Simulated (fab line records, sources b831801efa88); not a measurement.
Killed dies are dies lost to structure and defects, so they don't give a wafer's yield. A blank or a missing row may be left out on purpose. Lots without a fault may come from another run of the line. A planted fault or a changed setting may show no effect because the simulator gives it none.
fab line records | flow sfq_line
record lots=6 wafers=16 last_day=92
route steps=325 shown I4@176 JJ@178 M5@198 A5B@209 R5@212 M8@325
lots that met no fault: from a run of the same line without faults
start_h: hours from the record's first day to the start of the lot's first wafer shown | wait_h: hours since the lot's step before | " the same as in the row above | L1.1+2: a row that stands for several wafers | - no value, or no start given | * or withheld: withheld | < > ~ a bound
route shown NAME@n: a module of which the file shows steps, and the number in the route of the first | usual: mean/standard deviation of fault-free wafers | same: alike in all rows | chamber/n: place in a boat | sites: the reading at each site | _std_site: their standard deviation | _edge_site: outer sites' mean less inner sites' | radius_mm: how far each site lies from the wafer's centre | mask NAME#n: copy n | behind: the tool/chamber that last shaped the wafer | hold: why the lot was held/for how many hours/how that ended | device: the transistor (n, p or np) that didn't switch | end of line: the same wafers' tests at the end of the route | a step without rows: its recipe alone | killed: dies lost to structure and defects at the first sort, not the wafer's yield | map: a wafer's dies, x killed, . not, _ none there
set.NAME: the setting as run; set.NAME@STEP: as run at that earlier step | model.NAME: the simulator's own value behind a step, which no gauge read
lots at some steps of the route; a table a step, a row a wafer
services: from which hour (start_h, from the record's first day; less than 0 if before it) a tool's chamber was out of use, for how many hours, and why
## steps
# step SFQ_TRILAYER_I4_VIA_STRIP_STRIP_107
# recipe gas=O2 power_w=200 platen_temp_c=40 overash_fraction=0.65 chemistry=O2 pressure_mtorr=50
# step SFQ_TRILAYER_I4_VIA_STRIP_SOLV_CLEAN_108
# recipe chemistry=NMP temp_c=70 time_s=600
# step SFQ_TRILAYER_JJ_TRILAYER_DEP_PRE_CLEAN_113
# recipe gas=Ar time_s=22.5 bias_v=250
# step SFQ_TRILAYER_JJ_TRILAYER_DEP_SPUTTER_109
# recipe material=Nb base_pressure_pa=1.33e-06 chamber_pressure_pa=0.1333 substrate_temp_c=20 target_thk_nm=150 power_w=2000 time_s=100
# usual cathode_dc_power_W=2000.0/0.33 chamber_pressure_pa=0.1333/0.00027 throttle_valve_pct=30.4/0.98
# columns lot.wafer tool chamber start_h wait_h cathode_dc_power_W chamber_pressure_pa throttle_valve_pct
L587.1 pvd_sputter-04 - 1191.66 0.0 1999.9 0.13308 31.2
L587.3 " - " " 2000.1 0.13353 28.9
L587.4 " - " " 2000.3 0.13331 31.1
L593.3 pvd_sputter-04 - 1221.66 0.0 1999.5 0.13311 29.0
L593.5 " - " " 1999.5 0.1329 30.9
L593.6 " - " " 2000.1 0.13285 31.0
L603.1 pvd_sputter-04 - 1403.32 0.0 1999.0 0.13329 30.8
L603.4 " - " " 2000.8 0.13358 31.0
L604.5 pvd_sputter-05 - 1405.75 0.0 1999.9 0.13327 31.2
L604.6 " - " " 2000.2 0.13341 30.1
L608.1 pvd_sputter-04 - 1482.12 0.0 1999.8 0.13325 30.9
L608.3 " - " " 1999.4 0.13298 30.9
L608.5 " - " " 2000.0 0.13329 30.7
L609.1 pvd_sputter-05 - 1492.32 0.0 2000.2 0.1335 29.9
L609.2 " - " " 1999.9 0.1331 31.2
L609.6 " - " " 1999.8 0.13347 30.0
# step SFQ_TRILAYER_JJ_TRILAYER_DEP_SPUTTER_110
# recipe material=Al base_pressure_pa=1.33e-06 target_thk_nm=8 power_w=500 time_s=10 chamber_pressure_pa=0.4
# step SFQ_TRILAYER_JJ_TRILAYER_DEP_AL_OXIDATION_111
# recipe pressure_mbar=0.014667 oxidation_time_s=600 temperature_k=293
# step SFQ_TRILAYER_JJ_TRILAYER_DEP_SPUTTER_112
# recipe material=Nb base_pressure_pa=1.33e-06 chamber_pressure_pa=0.1333 substrate_temp_c=20 target_thk_nm=170 power_w=2000 time_s=113.3
# step SFQ_JJ_RS_MEAS_929
# recipe thk_meas_gauge=four-point-probe reads=Nb_of_TRILAYER_JJ_TRILAYER_DEP_SPUTTER_112
# usual JJ_NB_RS=1.050/0.013
# columns lot.wafer tool chamber start_h wait_h JJ_NB_RS[ohm/sq]
L587.1 film_metro-01 - 1192.84 0.0 1.054
L587.3 " - " " 1.043
L587.4 " - " " 1.051
L593.3 film_metro-03 - 1222.88 0.1 1.056
L593.5 " - " " 1.064
L593.6 " - " " 1.073
L603.1 film_metro-03 - 1404.49 0.0 1.044
L603.4 " - " " 1.064
L604.5 film_metro-04 - 1406.97 0.1 1.055
L604.6 " - " " 1.053
L608.1 film_metro-01 - 1483.29 0.0 1.046
L608.3 " - " " 1.065
L608.5 " - " " 1.041
L609.1 film_metro-01 - 1493.50 0.0 1.035
L609.2 " - " " 1.038
L609.6 " - " " 1.042
# step SFQ_TRILAYER_JJ_CE_LITHO_COAT_119
# recipe resist=BARC spin_rpm=3000 resist_thk_nm=62
# step SFQ_TRILAYER_JJ_CE_LITHO_COAT_114
# recipe resist=KrF spin_rpm=3000 resist_thk_nm=600
# step SFQ_TRILAYER_JJ_CE_LITHO_SOFTBAKE_118
# recipe temp_c=withheld time_s=withheld resist=KrF
# step SFQ_TRILAYER_JJ_CE_LITHO_EXPOSE_115
# recipe mask_id=J5 na=0.6 source_shape=conventional sigma_outer=0.65 target_cd_nm=700 dose_mj=14.4
# same na=0.6
# columns lot.wafer tool chamber start_h wait_h mask
L587.1+3+4 krf_scanner-01 0 1316.14 - J5#0
L593.3+5+6 krf_scanner-01 0 1323.74 - J5#0
L603.1+4 krf_scanner-01 0 1405.42 - J5#0
L604.5+6 krf_scanner-01 0 1408.62 - J5#0
L608.1+3+5 krf_scanner-01 0 1485.16 - J5#0
L609.1+2+6 krf_scanner-01 0 1494.89 - J5#0
# step SFQ_TRILAYER_JJ_CE_LITHO_PEB_117
# recipe peb_temp_c=115 peb_time_s=60 resist=KrF
# step SFQ_TRILAYER_JJ_CE_LITHO_DEVELOP_116
# recipe time_s=60 resist=KrF
# step SFQ_JJ_OVL_MEAS_931
# usual J5_OVL=1/5.6
# columns lot.wafer tool chamber start_h wait_h J5_OVL[nm]
L587.1 overlay-01 - 1317.64 0.1 6
L587.3 " - " " 10
L587.4 " - " " 8
L593.3 overlay-01 - 1324.85 0.1 -3
L593.5 " - " " 5
L593.6 " - " " -6
L603.1 overlay-02 - 1406.92 0.1 1
L603.4 " - " " 4
L604.5 overlay-01 - 1409.35 0.0 2
L604.6 " - " " -4
L608.1 overlay-02 - 1490.71 4.2 3
L608.3 " - " " 2
L608.5 " - " " 6
L609.1 overlay-02 - 1496.39 0.1 -3
L609.2 " - " " -6
L609.6 " - " " -11
# step SFQ_TRILAYER_JJ_CE_METRO_MEASURE_117
# usual cd_nm=699.7/1.4
# columns lot.wafer tool chamber start_h wait_h cd_nm
L587.1 cd_sem-01 - 1317.67 0.0 697.9
L587.3 " - " " 697.0
L587.4 " - " " 698.0
L593.3 cd_sem-02 - 1325.27 0.4 701.5
L593.5 " - " " 700.7
L593.6 " - " " 701.5
L603.1 cd_sem-02 - 1406.96 0.0 692.9
L603.4 " - " " 699.3
L604.5 cd_sem-01 - 1410.16 0.8 699.8
L604.6 " - " " 692.4
L608.1 cd_sem-01 - 1490.74 0.0 699.1
L608.3 " - " " 697.4
L608.5 " - " " 698.6
L609.1 cd_sem-02 - 1496.43 0.0 699.7
L609.2 " - " " 698.1
L609.6 " - " " 701.1
# step SFQ_TRILAYER_JJ_CE_BARC_OPEN_RIE_150
# recipe mask_material=PR chemistry=O2 target_depth_nm=240 target=BARC icp_w=600 bias_w=80 pressure_mtorr=10 time_s=80
# usual drypump_motor_current_A=5.8/0.35 oes_product_au=0.537/0.0048
# columns lot.wafer tool chamber start_h wait_h drypump_motor_current_A oes_product_au rf_hours_counter_h model.JJ.cd_nm
L587.1 rie_metal-04 0 1318.87 1.0 5.8 0.530 18 694.9
L587.3 " 1 " " 6.1 0.532 - 697
L587.4 " 0 " " 5.8 0.550 - 695.3
L593.3 rie_metal-02 0 1326.11 0.6 5.5 0.539 - 702.6
L593.5 " 0 " " 5.4 0.534 - 701
L593.6 " 1 " " 6.3 0.541 - 700.8
L603.1 rie_metal-02 1 1408.16 1.0 6.3 0.535 28 691.4
L603.4 " 0 " " 5.5 0.531 - 699
L604.5 rie_metal-02 0 1410.62 0.3 5.5 0.535 - 700.9
L604.6 " 1 " " 6.3 0.532 - 690.8
L608.1 rie_metal-02 0 1491.94 1.0 5.5 0.542 124 701.7
L608.3 " 1 " " 6.3 0.539 - 695.9
L608.5 " 1 " " 6.3 0.541 - 698.3
L609.1 rie_metal-01 1 1497.63 1.0 5.4 0.535 51 699.5
L609.2 " 0 " " 5.5 0.530 73 698.4
L609.6 " 1 " " 5.4 0.543 - 700.8
# step SFQ_TRILAYER_JJ_CE_ETCH_RIE_118
# recipe target=Nb stop_on=Al2O3 mask_material=PR taper_deg=13.257 over_etch_frac=0.15 time_s=97.7 chemistry=SF6 target_depth_nm=170 icp_w=600 bias_w=80 pressure_mtorr=10
# usual drypump_motor_current_A=5.8/0.35 oes_product_au=0.988/0.0082
# columns lot.wafer tool chamber start_h wait_h drypump_motor_current_A oes_product_au rf_hours_counter_h model.JJ.cd_nm
L587.1 rie_metal-04 0 1318.97 0.1 5.8 0.991 18 695.4
L587.3 " 1 " " 6.1 0.992 - 696.3
L587.4 " 0 " " 5.8 0.980 - 696
L593.3 rie_metal-02 0 1326.20 0.1 5.5 0.985 - 702.7
L593.5 " 0 " " 5.5 0.974 - 701.8
L593.6 " 1 " " 6.3 0.988 - 698.9
L603.1 rie_metal-02 1 1408.25 0.1 6.3 0.997 28 689.1
L603.4 " 0 " " 5.5 0.988 - 700.5
L604.5 rie_metal-02 0 1410.72 0.1 5.5 0.990 - 702.3
L604.6 " 1 " " 6.3 0.991 - 689.7
L608.1 rie_metal-02 0 1492.03 0.1 5.5 0.988 124 701.7
L608.3 " 1 " " 6.3 0.976 - 693.8
L608.5 " 1 " " 6.3 0.988 - 696.1
L609.1 rie_metal-01 1 1497.72 0.1 5.4 0.990 51 697.4
L609.2 " 0 " " 5.5 0.991 73 699.4
L609.6 " 1 " " 5.4 0.980 - 699.5
# step SFQ_TRILAYER_JJ_ANODIZE_ANODIZE_119
# recipe current_density_ma_cm2=withheld end_current_density_ma_cm2=withheld bath_temp_c=withheld
# step SFQ_TRILAYER_JJ_CE_STRIP_STRIP_120
# recipe gas=O2 power_w=200 platen_temp_c=40 overash_fraction=0.65 chemistry=O2 pressure_mtorr=50
# step SFQ_TRILAYER_JJ_CE_STRIP_SOLV_CLEAN_121
# recipe chemistry=NMP temp_c=70 time_s=600
# step SFQ_TRILAYER_M5_LITHO_COAT_128
# recipe resist=BARC spin_rpm=3000 resist_thk_nm=62
# step SFQ_TRILAYER_M5_LITHO_COAT_123
# recipe resist=KrF spin_rpm=3000 resist_thk_nm=600
# step SFQ_TRILAYER_M5_LITHO_SOFTBAKE_127
# recipe temp_c=withheld time_s=withheld resist=KrF
# step SFQ_TRILAYER_M5_LITHO_EXPOSE_124
# recipe mask_id=M5 na=0.6 source_shape=conventional sigma_outer=0.65 target_cd_nm=700 dose_mj=14.4
# step SFQ_TRILAYER_M5_LITHO_PEB_126
# recipe peb_temp_c=115 peb_time_s=60 resist=KrF
# step SFQ_TRILAYER_M5_LITHO_DEVELOP_125
# recipe time_s=60 resist=KrF
# step SFQ_M5_OVL_MEAS_932
# usual M5_OVL=0/5.3
# columns lot.wafer tool chamber start_h wait_h M5_OVL[nm]
L587.1 overlay-02 - 1428.85 0.1 -9
L587.3 " - " " -5
L587.4 " - " " -6
L593.3 overlay-01 - 1444.46 0.1 -8
L593.5 " - " " -9
L593.6 " - " " 0
L603.1 overlay-02 - 1537.32 0.1 2
L603.4 " - " " 5
L604.5 overlay-01 - 1540.94 0.0 -1
L604.6 " - " " -1
L608.1 overlay-02 - 1605.84 0.1 4
L608.3 " - " " -1
L608.5 " - " " 2
L609.1 overlay-01 - 1610.64 0.1 1
L609.2 " - " " 1
L609.6 " - " " 3
# step SFQ_TRILAYER_M5_BARC_OPEN_METAL_ETCH_161
# recipe mask_material=PR chemistry=O2 target_depth_nm=125 target=BARC icp_w=600 bias_w=80 pressure_mtorr=10 time_s=41.7
# step SFQ_TRILAYER_M5_ETCH_METAL_ETCH_126
# recipe target=Nb stop_on=SiO2 mask_material=PR over_etch_frac=0.15 time_s=203.2 chemistry=Cl2/BCl3 target_depth_nm=265 icp_w=600 bias_w=80 pressure_mtorr=10
# step SFQ_TRILAYER_M5_STRIP_STRIP_127
# recipe gas=O2 power_w=200 platen_temp_c=40 overash_fraction=0.65 chemistry=O2 pressure_mtorr=50
# step SFQ_TRILAYER_M5_STRIP_SOLV_CLEAN_128
# recipe chemistry=NMP temp_c=70 time_s=600
# step SFQ_TRILAYER_A5B_DEP_PECVD_129
# recipe material=SiO2 temp_c=150 time_s=133.33 pressure_torr=2.4 rf_w=183.3 precursor=SiH4/N2O target_thk_nm=600
# step SFQ_TRILAYER_A5B_CMP_CMP_130
# recipe stop_on=Nb down_force_psi=3 platen_rpm=60 target_thk_nm=340.7
# step SFQ_TRILAYER_A5B_METRO_MEASURE_131
# usual thk_nm=339/4.9
# columns lot.wafer tool chamber start_h wait_h thk_nm
L587.1 film_metro-01 - 1433.01 1.0 340
L587.3 " - " " 341
L587.4 " - " " 343
L593.3 film_metro-04 - 1452.01 2.9 345
L593.5 " - " " 345
L593.6 " - " " 339
L603.1 film_metro-01 - 1541.47 1.5 335
L603.4 " - " " 344
L604.5 film_metro-01 - 1547.01 0.8 337
L604.6 " - " " 340
L608.1 film_metro-01 - 1610.00 2.0 341
L608.3 " - " " 334
L608.5 " - " " 341
L609.1 film_metro-04 - 1614.80 2.0 340
L609.2 " - " " 335
L609.6 " - " " 350
# step SFQ_TRILAYER_R5_DEP_SPUTTER_132
# recipe material=Ti base_pressure_pa=1.33e-06 target_thk_nm=5 power_w=2000 time_s=5 chamber_pressure_pa=0.4
# usual cathode_dc_power_W=2000.0/0.33 chamber_pressure_pa=0.4000/0.00079 throttle_valve_pct=30.2/1.1
# columns lot.wafer tool chamber start_h wait_h cathode_dc_power_W chamber_pressure_pa throttle_valve_pct
L587.1 pvd_sputter-06 - 1434.21 1.0 1999.3 0.4002 28.9
L587.3 " - " " 1999.9 0.4004 31.1
L587.4 " - " " 1999.8 0.4000 28.8
L593.3 pvd_sputter-05 - 1452.81 0.6 2000.5 0.4000 30.9
L593.5 " - " " 1999.9 0.3997 30.8
L593.6 " - " " 1999.9 0.4011 28.8
L603.1 pvd_sputter-04 - 1542.67 1.0 2000.0 0.3997 30.9
L603.4 " - " " 1999.2 0.4001 29.3
L604.5 pvd_sputter-05 - 1547.42 0.2 1999.6 0.3995 30.1
L604.6 " - " " 2000.1 0.3984 31.1
L608.1 pvd_sputter-06 - 1611.20 1.0 2000.5 0.3995 31.4
L608.3 " - " " 1999.9 0.3989 28.8
L608.5 " - " " 2000.0 0.3992 28.8
L609.1 pvd_sputter-06 - 1616.00 1.0 1999.8 0.4003 28.8
L609.2 " - " " 1999.6 0.4013 31.2
L609.6 " - " " 2000.2 0.4004 28.9
# step SFQ_TRILAYER_R5_DEP_SPUTTER_133
# recipe material=MoNx base_pressure_pa=1.33e-06 target_thk_nm=40 power_w=1000 time_s=66.7 chamber_pressure_pa=0.4
# usual cathode_dc_power_W=999.99/0.2 chamber_pressure_pa=0.4001/0.00085 throttle_valve_pct=30.2/1.1
# columns lot.wafer tool chamber start_h wait_h cathode_dc_power_W chamber_pressure_pa throttle_valve_pct
L587.1 pvd_sputter-06 - 1434.22 0.0 999.77 0.4013 29.0
L587.3 " - " " 1000.4 0.4000 31.3
L587.4 " - " " 999.94 0.4003 28.8
L593.3 pvd_sputter-05 - 1452.82 0.0 1000.1 0.3993 31.0
L593.5 " - " " 1000.2 0.3989 30.8
L593.6 " - " " 1000.1 0.3996 28.2
L603.1 pvd_sputter-04 - 1542.69 0.0 999.97 0.3997 30.8
L603.4 " - " " 999.96 0.3986 29.2
L604.5 pvd_sputter-05 - 1547.45 0.0 999.71 0.3995 30.0
L604.6 " - " " 999.98 0.4000 30.9
L608.1 pvd_sputter-06 - 1611.22 0.0 999.83 0.4004 31.4
L608.3 " - " " 1000.0 0.4008 28.8
L608.5 " - " " 1000.1 0.4006 28.6
L609.1 pvd_sputter-06 - 1616.02 0.0 1000.0 0.3994 29.1
L609.2 " - " " 1000.0 0.4003 31.3
L609.6 " - " " 999.97 0.3998 28.9
# step SFQ_TRILAYER_R5_DEP_SPUTTER_134
# recipe material=Ti base_pressure_pa=1.33e-06 target_thk_nm=5 power_w=2000 time_s=5 chamber_pressure_pa=0.4
# usual cathode_dc_power_W=2000.0/0.36 chamber_pressure_pa=0.3999/0.00079 throttle_valve_pct=30.2/1.1
# columns lot.wafer tool chamber start_h wait_h cathode_dc_power_W chamber_pressure_pa throttle_valve_pct
L587.1 pvd_sputter-06 - 1434.28 0.0 2000.1 0.4004 28.9
L587.3 " - " " 1999.5 0.4016 31.3
L587.4 " - " " 2000.2 0.4005 29.0
L593.3 pvd_sputter-05 - 1452.88 0.0 1999.8 0.4010 30.8
L593.5 " - " " 1999.9 0.4002 31.0
L593.6 " - " " 2000.1 0.4018 28.2
L603.1 pvd_sputter-04 - 1542.75 0.0 2000.3 0.3989 31.0
L603.4 " - " " 2000.2 0.4003 29.1
L604.5 pvd_sputter-05 - 1547.49 0.0 1999.2 0.4008 30.0
L604.6 " - " " 2000.2 0.4001 31.0
L608.1 pvd_sputter-06 - 1611.27 0.0 1999.7 0.4003 31.2
L608.3 " - " " 1999.8 0.3982 28.9
L608.5 " - " " 1999.9 0.4008 28.8
L609.1 pvd_sputter-06 - 1616.07 0.0 2000.5 0.4005 29.1
L609.2 " - " " 1999.8 0.3994 31.5
L609.6 " - " " 1999.6 0.3994 28.8
# step SFQ_R5_RS_MEAS_933
# recipe thk_meas_gauge=four-point-probe reads=Ti_of_TRILAYER_R5_DEP_SPUTTER_134+MoNx_of_TRILAYER_R5_DEP_SPUTTER_133+Ti_of_TRILAYER_R5_DEP_SPUTTER_132
# usual R5_MONX_RS=7.04/0.086
# columns lot.wafer tool chamber start_h wait_h R5_MONX_RS[ohm/sq]
L587.1 film_metro-03 - 1434.30 0.0 7.08
L587.3 " - " " 7.18
L587.4 " - " " 7.01
L593.3 film_metro-01 - 1452.94 0.0 7.07
L593.5 " - " " 7.05
L593.6 " - " " 7.06
L603.1 film_metro-02 - 1542.77 0.0 7.05
L603.4 " - " " 7.01
L604.5 film_metro-03 - 1547.58 0.1 7.16
L604.6 " - " " 7.16
L608.1 film_metro-02 - 1611.29 0.0 7.09
L608.3 " - " " 7.11
L608.5 " - " " 7.05
L609.1 film_metro-01 - 1616.09 0.0 7.07
L609.2 " - " " 7.05
L609.6 " - " " 7.04
# step SFQ_R5_THK_MEAS_934
# recipe thk_meas_gauge=xrf reads=MoNx_of_TRILAYER_R5_DEP_SPUTTER_133
# usual R5_MONX_THK=39.9/0.61
# columns lot.wafer tool chamber start_h wait_h R5_MONX_THK[nm]
L587.1 film_metro-03 - 1434.42 0.1 39.3
L587.3 " - " " 38.8
L587.4 " - " " 39.8
L593.3 film_metro-01 - 1453.04 0.1 40.2
L593.5 " - " " 40.0
L593.6 " - " " 40.0
L603.1 film_metro-02 - 1542.89 0.1 40.4
L603.4 " - " " 40.7
L604.5 film_metro-03 - 1547.66 0.1 39.0
L604.6 " - " " 38.9
L608.1 film_metro-02 - 1611.41 0.1 40.1
L608.3 " - " " 39.8
L608.5 " - " " 40.3
L609.1 film_metro-01 - 1616.21 0.1 40.5
L609.2 " - " " 40.6
L609.6 " - " " 40.1
# step SFQ_TRILAYER_R5_LITHO_COAT_141
# recipe resist=BARC spin_rpm=3000 resist_thk_nm=62
# step SFQ_M8_BOW_MEAS_951
# recipe mode=bow
# usual M8_BOW=7/11
# columns lot.wafer tool chamber start_h wait_h M8_BOW[um] model.etest.jj.g_times
L587.1 film_metro-04 - 1897.03 0.0 13 0.9899
L587.3 " - " " 19 0.9925
L587.4 " - " " 13 0.9919
L593.3 film_metro-02 - 1948.75 0.0 17 1.011
L593.5 " - " " 13 1.008
L593.6 " - " " 4 1
L603.1 film_metro-04 - 2078.79 0.0 27 0.9722
L603.4 " - " " 21 1.005
L604.5 film_metro-04 - 2094.38 0.1 7 1.01
L604.6 " - " " 15 0.9737
L608.1 film_metro-04 - 2192.64 0.0 7 1.008
L608.3 " - " " 1 0.9854
L608.5 " - " " 7 0.9921
L609.1 film_metro-03 - 2196.85 0.0 -6 0.9956
L609.2 " - " " 4 1.001
L609.6 " - " " 2 1.002
## services
# columns tool chamber start_h hours kind
krf_scanner-01 - 1181.85 0.3 repair
krf_scanner-01 - 1196.09 1.0 pm
pvd_sputter-06 - 1199.22 2.0 repair
pvd_sputter-06 - 1204.93 1.4 repair
rie_metal-02 1 1216.63 4.5 repair
krf_scanner-01 - 1220.39 1.3 pm
krf_scanner-01 - 1252.45 4.0 pm
rie_metal-02 0 1274.11 13.3 repair
krf_scanner-01 - 1275.70 0.8 pm
pvd_sputter-05 - 1307.48 6.8 repair
krf_scanner-01 - 1315.04 0.3 repair
pvd_sputter-04 - 1335.63 0.8 repair
krf_scanner-01 - 1364.66 1.0 pm
pvd_sputter-05 - 1389.30 0.8 repair
krf_scanner-01 - 1397.10 1.3 pm
pvd_sputter-04 - 1405.97 4.9 repair
krf_scanner-01 - 1445.35 0.8 pm
pvd_sputter-06 - 1515.53 3.4 repair
pvd_sputter-06 - 1551.69 1.8 repair
pvd_sputter-06 - 1554.56 5.6 repair
pvd_sputter-05 - 1556.15 9.3 repair
pvd_sputter-04 - 1556.90 1.9 repair
pvd_sputter-06 - 1594.89 11.3 repair
pvd_sputter-04 - 1610.57 8.6 repair
## key
first_sign step=SFQ_TRILAYER_JJ_CE_METRO_MEASURE_117 reading=cd_nm direction=down sigmas=5 usual=699.7 struck=692.6
effect none on later readings
model_effect step=SFQ_TRILAYER_JJ_CE_BARC_OPEN_RIE_150 value=JJ.cd_nm without=697.2 struck=691.1
model_effect step=SFQ_TRILAYER_JJ_CE_ETCH_RIE_118 value=JJ.cd_nm without=695.5 struck=689.4
model_effect step=SFQ_M8_BOW_MEAS_951 value=etest.jj.g_times without=0.9901 struck=0.9729
met_at SFQ_TRILAYER_JJ_CE_LITHO_EXPOSE_115
struck_wafers L603.1,L604.6
onset_between 1323.74 1405.42
fault kind=process_parameter_drift tool=krf_scanner-01 chamber=- onset_h=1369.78 steps=SFQ_TRILAYER_JJ_CE_LITHO_EXPOSE_115 channel=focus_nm offset=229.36 shape=step end_h=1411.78 scope=struck_wafers_only
